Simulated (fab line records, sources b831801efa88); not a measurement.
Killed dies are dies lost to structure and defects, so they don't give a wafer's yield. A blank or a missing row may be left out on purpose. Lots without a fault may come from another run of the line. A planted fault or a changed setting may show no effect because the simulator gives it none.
fab line records | flow sky130
record lots=7 wafers=21 last_day=50
route steps=708 shown VIA4@645 METAL5@661 PAD_OPEN@708
lots that met no fault: from a run of the same line without faults
start_h: hours from the record's first day to the start of the lot's first wafer shown | wait_h: hours since the lot's step before | " the same as in the row above | L1.1+2: a row that stands for several wafers | - no value, or no start given | * or withheld: withheld | < > ~ a bound
route shown NAME@n: a module of which the file shows steps, and the number in the route of the first | usual: mean/standard deviation of fault-free wafers | same: alike in all rows | chamber/n: place in a boat | sites: the reading at each site | _std_site: their standard deviation | _edge_site: outer sites' mean less inner sites' | radius_mm: how far each site lies from the wafer's centre | mask NAME#n: copy n | behind: the tool/chamber that last shaped the wafer | hold: why the lot was held/for how many hours/how that ended | device: the transistor (n, p or np) that didn't switch | end of line: the same wafers' tests at the end of the route | a step without rows: its recipe alone | killed: dies lost to structure and defects at the first sort, not the wafer's yield | map: a wafer's dies, x killed, . not, _ none there
set.NAME: the setting as run; set.NAME@STEP: as run at that earlier step | model.NAME: the simulator's own value behind a step, which no gauge read
lots at some steps of the route; a table a step, a row a wafer
services: from which hour (start_h, from the record's first day; less than 0 if before it) a tool's chamber was out of use, for how many hours, and why
## steps
# step SKY_VIA4_COAT_06
# recipe resist=NOVOLAK spin_rpm=3000 resist_thk_nm=1140
# step SKY_VIA4_SOFTBAKE_07
# recipe temp_c=90 time_s=60 resist=NOVOLAK
# step SKY_VIA4_EXPOSE_08
# recipe mask_id=VIM4 na=0.6 source_shape=conventional sigma_outer=0.6 polarization=unpolarized target_cd_nm=800 dose_mj=132
# step SKY_VIA4_PEB_09
# recipe temp_c=withheld time_s=* resist=NOVOLAK
# step SKY_VIA4_DEVELOP_10
# recipe resist=NOVOLAK developer=TMAH develop_time_s=60 dev_temp_c=23
# step SKY_VIA4_OVL_MEAS_11
# usual VIA4_OVL=-0.1/1.4
# columns lot.wafer tool chamber start_h wait_h VIA4_OVL[nm]
L148.1 overlay-02 - 1005.51 0.1 -2.0
L148.3 " - " " -1.1
L148.6 " - " " -0.9
L153.2 overlay-02 - 1047.10 0.1 -1.2
L153.4 " - " " -2.3
L153.6 " - " " -3.0
L159.1 overlay-02 - 1086.96 0.1 2.6
L159.3 " - " " 2.8
L159.6 " - " " 2.5
L160.2 overlay-01 - 1088.22 0.1 -2.5
L160.3 " - " " -2.0
L160.5 " - " " -1.2
L161.2 overlay-02 - 1091.01 0.1 0.8
L161.3 " - " " -1.3
L161.4 " - " " -0.5
L164.1 overlay-02 - 1111.09 0.1 0.2
L164.3 " - " " 0.5
L164.5 " - " " -1.7
L170.1 overlay-02 - 1139.11 0.1 2.6
L170.3 " - " " 0.8
L170.6 " - " " 1.1
# step SKY_VIA4_ETCH_12
# recipe target=SiO2 chemistry=C4F8/O2/Ar stop_on=TiN mask_material=NOVOLAK source_w=1500 bias_w=1200 pressure_mtorr=40 c4f8_flow_sccm=withheld O2_flow_sccm=6 Ar_flow_sccm=300 time_s=withheld target_depth_a=5800
# usual oes_product_au=0.926/0.005
# columns lot.wafer tool chamber start_h wait_h oes_product_au
L148.1 rie_diel-02 1 1005.54 0.0 0.928
L148.3 " 2 " " 0.921
L148.6 " 3 " " 0.937
L153.2 rie_diel-03 0 1047.13 0.0 0.934
L153.4 " 1 " " 0.929
L153.6 " 0 " " 0.930
L159.1 rie_diel-03 2 1087.00 0.0 0.925
L159.3 " 1 " " 0.925
L159.6 " 2 " " 0.933
L160.2 rie_diel-03 0 1088.25 0.0 0.931
L160.3 " 2 " " 0.929
L160.5 " 0 " " 0.926
L161.2 rie_diel-01 1 1091.04 0.0 0.926
L161.3 " 0 " " 0.931
L161.4 " 2 " " 0.928
L164.1 rie_diel-02 0 1111.13 0.0 0.932
L164.3 " 2 " " 0.926
L164.5 " 0 " " 0.919
L170.1 rie_diel-02 1 1139.15 0.0 0.922
L170.3 " 3 " " 0.931
L170.6 " 3 " " 0.918
# step SKY_VIA4_STRIP_13
# recipe chemistry=O2/N2 power_w=1400 pressure_mtorr=1500 platen_temp_c=withheld o2_flow_sccm=3000 n2_flow_sccm=300 overash_fraction=0.5
# usual drypump_motor_current_A=6.03/0.28 oes_product_au=0.710/0.0042 strip_time_to_endpoint_s=12.81/0.036
# columns lot.wafer tool chamber start_h wait_h drypump_motor_current_A oes_product_au rf_hours_counter_h strip_time_to_endpoint_s
L148.1 plasma_asher-02 0 1005.61 - 5.72 0.710 56 12.77
L148.3 " 0 " " 5.75 0.720 - 12.79
L148.6 " 1 " " 6.26 0.707 - 12.80
L153.2 plasma_asher-02 1 1047.20 - 6.25 0.711 60 12.88
L153.4 " 1 " " 6.26 0.706 - 12.85
L153.6 " 1 " " 6.26 0.702 - 12.82
L159.1 plasma_asher-01 1 1087.07 - 5.67 0.709 31 12.80
L159.3 " 1 " " 5.68 0.714 - 12.78
L159.6 " 0 " " 5.92 0.708 - 12.77
L160.2 plasma_asher-04 1 1088.32 - 6.43 0.704 92 12.80
L160.3 " 1 " " 6.44 0.709 - 12.80
L160.5 " 1 " " 6.46 0.701 - 12.78
L161.2 plasma_asher-02 0 1091.11 - 5.74 0.712 65 12.91
L161.3 " 1 " " 6.26 0.714 - 12.85
L161.4 " 0 " " 5.74 0.710 - 12.85
L164.1 plasma_asher-02 0 1111.20 - 5.72 0.711 67 12.82
L164.3 " 1 " " 6.24 0.718 - 12.84
L164.5 " 0 " " 5.73 0.704 - 12.82
L170.1 plasma_asher-02 1 1139.22 - 6.27 0.708 70 12.84
L170.3 " 0 " " 5.72 0.714 - 12.83
L170.6 " 1 " " 6.26 0.706 - 12.83
# step SKY_VIA4_STRIP_14
# recipe chemistry=post_etch_residue_remover time_s=1200 temp_c=72.5
# step SKY_VIA4_CLEAN_15
# recipe chemistry=IPA time_s=180 temp_c=25
# step SKY_VIA4_CLEAN_16
# recipe chemistry=O3/DIW dry=n2_spin
# step SKY_VIA4_SPUTTER_17
# recipe material=TiN target_thk_nm=20 chamber_pressure_pa=5 power_w=4000 time_s=80
# usual throttle_valve_pct=29.9/1.1
# columns lot.wafer tool chamber start_h wait_h throttle_valve_pct
L148.1 pvd_sputter-04 - 1006.21 0.0 27.9
L148.3 " - " " 28.8
L148.6 " - " " 29.7
L153.2 pvd_sputter-01 - 1047.79 0.0 31.8
L153.4 " - " " 30.1
L153.6 " - " " 32.0
L159.1 pvd_sputter-01 - 1088.00 0.0 30.1
L159.3 " - " " 29.3
L159.6 " - " " 28.8
L160.2 pvd_sputter-04 - 1088.91 0.0 28.9
L160.3 " - " " 30.4
L160.5 " - " " 30.2
L161.2 pvd_sputter-04 - 1091.71 0.0 30.3
L161.3 " - " " 29.1
L161.4 " - " " 29.8
L164.1 pvd_sputter-04 - 1111.79 0.0 28.8
L164.3 " - " " 30.4
L164.5 " - " " 28.2
L170.1 pvd_sputter-01 - 1139.81 0.0 29.2
L170.3 " - " " 31.8
L170.6 " - " " 29.1
# step SKY_VIA4_CVD_18
# recipe material=W target_thk_nm=505 time_s=152.14 temp_c=400 pressure_torr=40
# usual chamber_pressure_Torr=40.00/0.095 heater_power_w=834/74 susceptor_temp_C=400.01/0.22
# columns lot.wafer tool chamber start_h wait_h chamber_pressure_Torr heater_power_w susceptor_temp_C model.W_of_VIA4_CVD_18.thk_nm
L148.1 cvd_w-02 1 1006.27 0.0 39.88 799 400.00 512.7
L148.3 " 0 " " 39.95 900 400.11 508.5
L148.6 " 0 " " 40.04 883 399.87 504.4
L153.2 cvd_w-01 0 1047.85 0.0 39.93 716 400.20 504
L153.4 " 0 " " 39.91 714 399.98 501.8
L153.6 " 1 " " 40.10 875 400.18 500.6
L159.1 cvd_w-01 0 1088.07 0.0 40.03 690 387.68 397.5
L159.3 " 0 " " 40.04 671 387.71 400.4
L159.6 " 1 " " 40.26 825 387.67 395.2
L160.2 cvd_w-01 0 1088.97 0.0 39.90 667 388.03 397.8
L160.3 " 0 " " 40.06 676 387.89 407.6
L160.5 " 0 " " 40.08 647 387.77 402
L161.2 cvd_w-01 1 1091.77 0.0 40.06 821 388.09 397.2
L161.3 " 0 " " 39.98 678 387.63 407.1
L161.4 " 1 " " 40.15 857 387.80 399.1
L164.1 cvd_w-02 1 1111.85 0.0 39.93 811 399.46 511.7
L164.3 " 0 " " 40.04 905 400.09 510.1
L164.5 " 1 " " 39.98 820 400.21 511.2
L170.1 cvd_w-02 0 1139.87 0.0 40.03 895 399.98 504.2
L170.3 " 0 " " 39.98 880 400.08 506.2
L170.6 " 0 " " 40.04 914 400.14 501.8
# step SKY_VIA4_RS_MEAS_19
# recipe thk_meas_gauge=four-point-probe reads=W_of_VIA4_CVD_18+TiN_of_VIA4_SPUTTER_17
# usual VIA4_W_RS=0.2265/0.0027
# columns lot.wafer tool chamber start_h wait_h VIA4_W_RS[ohm/sq]
L148.1 film_metro-03 - 1006.42 0.1 0.2227
L148.3 " - " " 0.2252
L148.6 " - " " 0.2262
L153.2 film_metro-01 - 1048.02 0.1 0.2268
L153.4 " - " " 0.2270
L153.6 " - " " 0.2283
L159.1 film_metro-02 - 1088.22 0.1 0.2877
L159.3 " - " " 0.2858
L159.6 " - " " 0.2895
L160.2 film_metro-02 - 1089.15 0.1 0.2872
L160.3 " - " " 0.2808
L160.5 " - " " 0.2845
L161.2 film_metro-01 - 1091.94 0.1 0.2879
L161.3 " - " " 0.2810
L161.4 " - " " 0.2873
L164.1 film_metro-01 - 1112.01 0.1 0.2235
L164.3 " - " " 0.2241
L164.5 " - " " 0.2233
L170.1 film_metro-02 - 1140.03 0.1 0.2264
L170.3 " - " " 0.2261
L170.6 " - " " 0.2281
# step SKY_VIA4_THK_MEAS_20
# recipe thk_meas_gauge=xrf reads=W_of_VIA4_CVD_18
# usual VIA4_W_THK=495/7.6
# columns lot.wafer tool chamber start_h wait_h VIA4_W_THK[nm]
L148.1 film_metro-03 - 1006.54 0.1 491
L148.3 " - " " 490
L148.6 " - " " 484
L153.2 film_metro-01 - 1048.13 0.1 504
L153.4 " - " " 501
L153.6 " - " " 503
L159.1 film_metro-02 - 1088.34 0.1 393
L159.3 " - " " 396
L159.6 " - " " 390
L160.2 film_metro-02 - 1089.26 0.1 392
L160.3 " - " " 401
L160.5 " - " " 399
L161.2 film_metro-01 - 1092.05 0.1 393
L161.3 " - " " 402
L161.4 " - " " 397
L164.1 film_metro-01 - 1112.13 0.1 508
L164.3 " - " " 502
L164.5 " - " " 504
L170.1 film_metro-02 - 1140.15 0.1 493
L170.3 " - " " 494
L170.6 " - " " 491
# step SKY_VIA4_CMP_21
# recipe stop_on=SiO2 t_overpolish_s=25 down_force_psi=3.5 platen_rpm=60 target_thk_nm=0 pad_velocity_m_s=0.94248
# usual motor_current_A=10.1/0.86 time_to_endpoint_s=125/5.1
# columns lot.wafer tool chamber start_h wait_h motor_current_A time_to_endpoint_s
L148.1 cmp-02 3 1006.60 0.1 10.5 127
L148.3 " 1 " " 11.7 130
L148.6 " 3 " " 10.4 120
L153.4 cmp-02 3 1048.18 0.0 9.9 126
L153.2 " 0 " " 8.8 128
L153.6 " 0 " " 9.4 131
L159.3 cmp-02 3 1088.48 0.1 9.9 99
L159.1 " 2 " " 10.6 99
L159.6 " 0 " " 9.0 103
L160.3 cmp-02 3 1089.36 0.1 10.1 99
L160.2 " 0 " " 8.6 99
L160.5 " 3 " " 10.1 101
L161.3 cmp-02 1 1092.10 0.0 11.7 103
L161.2 " 2 " " 10.4 94
L161.4 " 0 " " 9.2 101
L164.3 cmp-01 2 1112.24 0.1 9.5 123
L164.1 " 0 " " 9.7 119
L164.5 " 1 " " 10.2 127
L170.1 cmp-01 3 1140.29 0.1 10.6 126
L170.3 " 1 " " 10.9 131
L170.6 " 0 " " 9.6 115
# step SKY_METAL5_SPUTTER_00
# recipe material=Ti target_thk_nm=15 power_w=3000 time_s=10 chamber_pressure_pa=0.4
# usual throttle_valve_pct=30.6/0.85
# columns lot.wafer tool chamber start_h wait_h throttle_valve_pct
L148.1 pvd_sputter-01 - 1006.90 0.2 30.5
L148.3 " - " " 32.0
L148.6 " - " " 30.1
L153.2 pvd_sputter-02 - 1048.48 0.2 30.0
L153.4 " - " " 30.2
L153.6 " - " " 29.7
L159.1 pvd_sputter-01 - 1088.78 0.1 29.9
L159.3 " - " " 31.6
L159.6 " - " " 29.3
L160.2 pvd_sputter-03 - 1089.61 0.1 31.7
L160.3 " - " " 31.6
L160.5 " - " " 31.3
L161.2 pvd_sputter-02 - 1092.40 0.2 30.7
L161.3 " - " " 31.1
L161.4 " - " " 30.1
L164.1 pvd_sputter-02 - 1112.49 0.1 30.0
L164.3 " - " " 31.1
L164.5 " - " " 29.7
L170.1 pvd_sputter-03 - 1140.59 0.2 31.4
L170.3 " - " " 31.6
L170.6 " - " " 31.7
# step SKY_PAD_OPEN_PROBE_99
# usual killed_at_M0_to_M3=43/6.3 killed_at_M4_up=3.0/1.6 killed_at_contacts=25/5 killed_at_front_end=15/4.4 killed_at_other=0.3/0.8 killed_dies=85/8.7 killed_open=47/6.9 killed_short=38/6.3
# same gross_dies=492 killed_at_back_side=0
# columns lot.wafer tool chamber start_h wait_h killed_at_M0_to_M3 killed_at_M4_up killed_at_contacts killed_at_front_end killed_at_other killed_dies killed_open killed_short
L148.1 prober-01 - 1077.94 0.1 45 2 30 16 0 93 45 48
L148.3 prober-01 - 1078.04 0.2 39 4 20 26 0 89 42 47
L148.6 prober-01 - 1078.19 0.2 44 2 29 18 1 94 47 47
L153.2 prober-02 - 1113.83 0.1 37 3 24 15 0 79 44 35
L153.4 prober-02 - 1113.93 0.2 37 4 21 10 1 73 38 35
L153.6 prober-02 - 1114.03 0.2 41 3 21 22 1 88 56 32
L159.1 prober-02 - 1152.59 0.1 47 4 23 20 2 96 47 49
L159.3 prober-02 - 1152.69 0.2 38 2 33 21 5 99 55 39
L159.6 prober-02 - 1152.84 0.2 48 1 18 18 0 85 44 41
L160.2 prober-01 - 1153.42 0.1 87 4 17 11 0 119 48 30
L160.3 prober-01 - 1153.47 0.2 94 1 22 4 66 187 31 33
L160.5 prober-01 - 1153.57 0.2 93 3 27 15 0 138 53 34
L161.2 prober-02 - 1154.14 0.1 98 6 19 13 0 136 39 34
L161.3 prober-02 - 1154.19 0.2 86 2 21 13 0 122 40 43
L161.4 prober-02 - 1154.24 0.2 94 5 17 14 0 130 48 29
L164.1 prober-01 - 1171.81 0.1 43 6 24 10 0 83 47 36
L164.3 prober-01 - 1171.91 0.2 34 6 25 11 0 76 41 35
L164.5 prober-01 - 1172.01 0.2 47 3 17 10 0 77 47 29
L170.1 prober-02 - 1195.77 0.1 31 3 20 12 0 66 32 34
L170.3 prober-02 - 1195.87 0.2 39 3 26 9 0 77 39 38
L170.6 prober-02 - 1196.02 0.2 41 7 17 7 0 72 37 35
# killed by level:class
L148.1 CONTACT:geometric_particle:open=9 CONTACT:geometric_particle:short=8 METAL1:geometric_particle:short=8 VIA3:geometric_particle:open=7 POLY_GATE:geometric_particle:open=5 LI_CONTACT:geometric_particle:open=5 VIA1:geometric_particle:open=5 VIA2:geometric_particle:open=5
L148.3 CONTACT:geometric_particle:open=9 POLY_GATE:geometric_particle:open=7 VIA1:geometric_particle:open=7 METAL1:geometric_particle:short=7 VIA2:geometric_particle:open=6 FIELD_ISO:geometric_particle:short=5 POLY_GATE:geometric_particle:short=5 SPACER:geometric_particle:short=5
L148.6 VIA1:geometric_particle:open=13 LOCAL_INTERCONNECT:geometric_particle:short=7 LI_CONTACT:geometric_particle:open=7 CONTACT:geometric_particle:open=7 POLY_GATE:geometric_particle:open=6 CONTACT:geometric_particle:short=6 METAL2:geometric_particle:short=6 FIELD_ISO:geometric_particle:open=5
L153.2 CONTACT:geometric_particle:open=9 VIA1:geometric_particle:open=7 METAL2:geometric_particle:short=7 FIELD_ISO:geometric_particle:open=6 LI_CONTACT:geometric_particle:open=6 CONTACT:geometric_particle:short=5 VIA2:geometric_particle:open=5 FIELD_ISO:geometric_particle:short=3
L153.4 VIA1:geometric_particle:open=11 CONTACT:geometric_particle:open=8 LOCAL_INTERCONNECT:geometric_particle:short=7 METAL1:geometric_particle:short=6 VIA1:geometric_particle:short=5 VIA2:geometric_particle:short=4 FIELD_ISO:geometric_particle:open=3 FIELD_ISO:geometric_particle:short=3
L153.6 VIA3:geometric_particle:open=10 VIA1:geometric_particle:open=9 CONTACT:geometric_particle:open=8 VIA2:geometric_particle:open=8 POLY_GATE:geometric_particle:short=7 POLY_GATE:geometric_particle:open=7 FIELD_ISO:geometric_particle:open=6 LI_CONTACT:geometric_particle:open=4
L159.1 VIA1:geometric_particle:open=11 POLY_GATE:geometric_particle:short=8 LI_CONTACT:geometric_particle:open=7 VIA2:geometric_particle:open=7 CONTACT:geometric_particle:open=6 VIA1:geometric_particle:short=6 LI_CONTACT:geometric_particle:short=5 METAL1:geometric_particle:short=5
L159.3 CONTACT:geometric_particle:open=15 VIA1:geometric_particle:open=10 LI_CONTACT:geometric_particle:open=7 VIA2:geometric_particle:open=7 METAL2:geometric_particle:short=6 FIELD_ISO:geometric_particle:short=5 LI_CONTACT:geometric_particle:short=5 PASSIVATION:area_etch=5
L159.6 VIA1:geometric_particle:open=11 VIA3:geometric_particle:open=8 METAL2:geometric_particle:short=8 CONTACT:geometric_particle:open=7 FIELD_ISO:geometric_particle:short=5 POLY_GATE:geometric_particle:open=5 VIA1:geometric_particle:short=5 POLY_GATE:geometric_particle:short=4
L160.2 VIA3:unspecified=41 VIA2:geometric_particle:open=11 VIA1:geometric_particle:open=9 METAL2:geometric_particle:short=7 CONTACT:geometric_particle:open=6 VIA3:geometric_particle:open=6 LI_CONTACT:geometric_particle:open=5 POLY_GATE:geometric_particle:open=4
L160.3 PAD_OPEN:area_etch=66 VIA3:unspecified=57 CONTACT:geometric_particle:open=9 VIA1:geometric_particle:open=8 VIA2:geometric_particle:open=7 LOCAL_INTERCONNECT:geometric_particle:short=5 METAL2:geometric_particle:short=4 METAL3:geometric_particle:short=4
L160.5 VIA3:unspecified=51 VIA1:geometric_particle:open=11 CONTACT:geometric_particle:open=10 VIA2:geometric_particle:open=7 LI_CONTACT:geometric_particle:open=7 CONTACT:geometric_particle:short=6 VIA3:geometric_particle:open=5 FIELD_ISO:geometric_particle:open=4
L161.2 VIA3:unspecified=63 VIA2:geometric_particle:open=7 LI_CONTACT:geometric_particle:open=6 CONTACT:geometric_particle:open=6 VIA1:geometric_particle:open=6 METAL2:geometric_particle:short=5 VIA3:geometric_particle:open=4 METAL1:geometric_particle:short=4
L161.3 VIA3:unspecified=39 VIA3:geometric_particle:open=10 VIA2:geometric_particle:open=8 LI_CONTACT:geometric_particle:open=6 CONTACT:geometric_particle:short=6 CONTACT:geometric_particle:open=6 VIA2:geometric_particle:short=6 METAL2:geometric_particle:short=5
L161.4 VIA3:unspecified=53 VIA1:geometric_particle:open=12 CONTACT:geometric_particle:open=7 POLY_GATE:geometric_particle:open=6 METAL2:geometric_particle:short=6 VIA2:geometric_particle:open=6 VIA3:geometric_particle:open=6 CONTACT:geometric_particle:short=5
L164.1 LI_CONTACT:geometric_particle:open=8 VIA1:geometric_particle:open=8 VIA2:geometric_particle:open=8 CONTACT:geometric_particle:open=7 VIA1:geometric_particle:short=7 METAL1:geometric_particle:short=6 CONTACT:geometric_particle:short=5 VIA3:geometric_particle:open=5
L164.3 CONTACT:geometric_particle:open=10 LI_CONTACT:geometric_particle:short=6 VIA3:geometric_particle:open=6 METAL1:geometric_particle:short=6 VIA3:geometric_particle:short=5 POLY_GATE:geometric_particle:open=4 VIA2:geometric_particle:open=4 VIA1:geometric_particle:open=4
L164.5 VIA1:geometric_particle:open=12 LI_CONTACT:geometric_particle:open=8 VIA3:geometric_particle:open=7 VIA1:geometric_particle:short=6 CONTACT:geometric_particle:open=4 POLY_GATE:geometric_particle:open=3 METAL1:geometric_particle:short=3 VIA2:geometric_particle:short=3
L170.1 LOCAL_INTERCONNECT:geometric_particle:short=7 LI_CONTACT:geometric_particle:open=6 VIA1:geometric_particle:open=6 METAL2:geometric_particle:short=5 VIA3:geometric_particle:open=5 METAL1:geometric_particle:short=4 FIELD_ISO:geometric_particle:open=3 CONTACT:geometric_particle:open=3
L170.3 CONTACT:geometric_particle:open=11 VIA1:geometric_particle:open=9 METAL1:geometric_particle:short=7 CONTACT:geometric_particle:short=6 METAL2:geometric_particle:short=6 VIA2:geometric_particle:open=5 LI_CONTACT:geometric_particle:open=4 VIA3:geometric_particle:open=4
L170.6 METAL1:geometric_particle:short=7 VIA1:geometric_particle:open=7 VIA1:geometric_particle:short=6 LI_CONTACT:geometric_particle:open=6 CONTACT:geometric_particle:open=6 VIA3:geometric_particle:open=5 METAL4:geometric_particle:short=4 POLY_GATE:geometric_particle:open=3
# map L159.3 (x killed, . not)
__________x........x_________
________......x......._______
______...x......xx.x..x._____
_____x..........x.....x..____
____...x..xx..............___
___....x.x..xx..x..........__
__...xxx.....x.......x...x.x_
_....x..x..x...........xx..x.
_....x......x.....x.x.....x..
_x...xx....xx....x......x....
_xxx.x.....x..x...x....x.....
_...xx...x...x...xx..........
_..x...x..x.x.......xx.......
_.x.x...xx...x.....x.......xx
_.x....xx.x..x.....x.........
__.x..........x.........xx.._
___.x......x.....xx..x.....__
____.....x..........x.xx..___
_____.x...x..x.......x...____
______.x................_____
________..x..........._______
__________.....xx..._________
# map L160.3 (x killed, . not)
__________..xxx.xxx._________
________x.x.....x...xx_______
______xxx..........x.xx._____
_____.xxxxx.....x..xx.xxx____
____x.....xx...x..x..x....___
___x.....xx.x....x......xxx__
__x..x...x........x..x....xx_
_xx.......x....x...........xx
_xx.x.x..xx...xx...xx.....x.x
_xx....x...x.......x.....x.x.
_.xx.....x............x......
_xx....x.........x...x....xx.
_xx.x..x.....x.......x..x..x.
_xx.x......x.......x........x
_xx..xx...........x.........x
__x.x.........xxx......x.x.x_
___..xx......xxxxxxxxxxx..x__
____x..x.x...xxxxxxxx.xx.x___
_____xx......xxxxxxxxx.xx____
______.x..xxxxxxxxxxxx.._____
________xx.xxxxxxxxxxx_______
__________..x.xxxxxx_________
## services
# columns tool chamber start_h hours kind
cmp-02 - 983.37 6.4 pm
rie_diel-03 2 994.68 5.5 repair
cvd_w-02 1 999.23 5.0 repair
cmp-02 - 1005.42 0.3 repair
plasma_asher-04 - 1012.14 22.7 repair
plasma_asher-01 - 1032.50 28.1 pm
plasma_asher-02 - 1033.62 1.5 repair
cmp-01 - 1052.46 0.7 repair
cvd_w-01 - 1054.02 1.3 repair
cmp-01 - 1059.06 1.4 repair
cmp-01 - 1059.37 2.1 repair
rie_diel-01 3 1062.32 11.4 repair
cvd_w-01 0 1062.37 4.0 repair
rie_diel-01 - 1068.75 2.8 pm
cmp-02 - 1076.81 7.2 repair
cmp-02 - 1084.48 4.0 pm
rie_diel-01 - 1085.24 1.6 repair
plasma_asher-04 - 1091.17 0.9 repair
rie_diel-01 3 1114.32 7.9 repair
rie_diel-01 1 1124.29 4.2 repair
rie_diel-01 0 1127.46 6.3 repair
plasma_asher-02 - 1133.86 3.2 repair
pvd_sputter-04 - 1136.40 9.0 repair
rie_diel-02 0 1138.92 10.9 repair
## key
first_sign step=SKY_VIA4_CVD_18 reading=susceptor_temp_C direction=down sigmas=55 usual=* struck=*
effect step=SKY_VIA4_RS_MEAS_19 reading=VIA4_W_RS direction=up sigmas=22 usual=0.2265 struck=0.2857
effect step=SKY_VIA4_THK_MEAS_20 reading=VIA4_W_THK direction=down sigmas=13 usual=495 struck=396
effect step=SKY_VIA4_CMP_21 reading=time_to_endpoint_s direction=down sigmas=4.9 usual=* struck=*
model_effect step=SKY_VIA4_CVD_18 value=W_of_VIA4_CVD_18.thk_nm without=500.6 struck=400.4
met_at SKY_VIA4_CVD_18
struck_wafers L159.1,L159.3,L159.6,L160.2,L160.3,L160.5,L161.2,L161.3,L161.4
tester_left_out L160,L161
baseline_loss step=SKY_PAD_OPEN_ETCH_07 wafers=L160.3
onset_between 1047.85 1088.07
earlier_fault kind=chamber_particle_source tool=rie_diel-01 chamber=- onset_h=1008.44 steps=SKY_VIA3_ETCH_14 rate_per_visit_cm2=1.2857
earlier_fault kind=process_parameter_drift tool=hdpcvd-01 chamber=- onset_h=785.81 steps=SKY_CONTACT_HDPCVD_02 channel=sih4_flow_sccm offset=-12 shape=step end_h=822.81 acts_in=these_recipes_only stated=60
fault kind=process_parameter_drift tool=cvd_w-01 chamber=- onset_h=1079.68 steps=SKY_VIA4_CVD_18 channel=temp_c offset=* shape=step acts_in=* stated=*
# tester_left_out: of these lots the tester's yield and bins aren't shown, on N5 and GAA mostly nor the transistor test; their killed dies are dies lost to structure and defects alone, not to doping, threshold or leakage, so they don't give the yield
# baseline_loss: these wafers lose ten dies or more at that step, a loss of the line's own and not of a fault; the sort's usual values leave them out
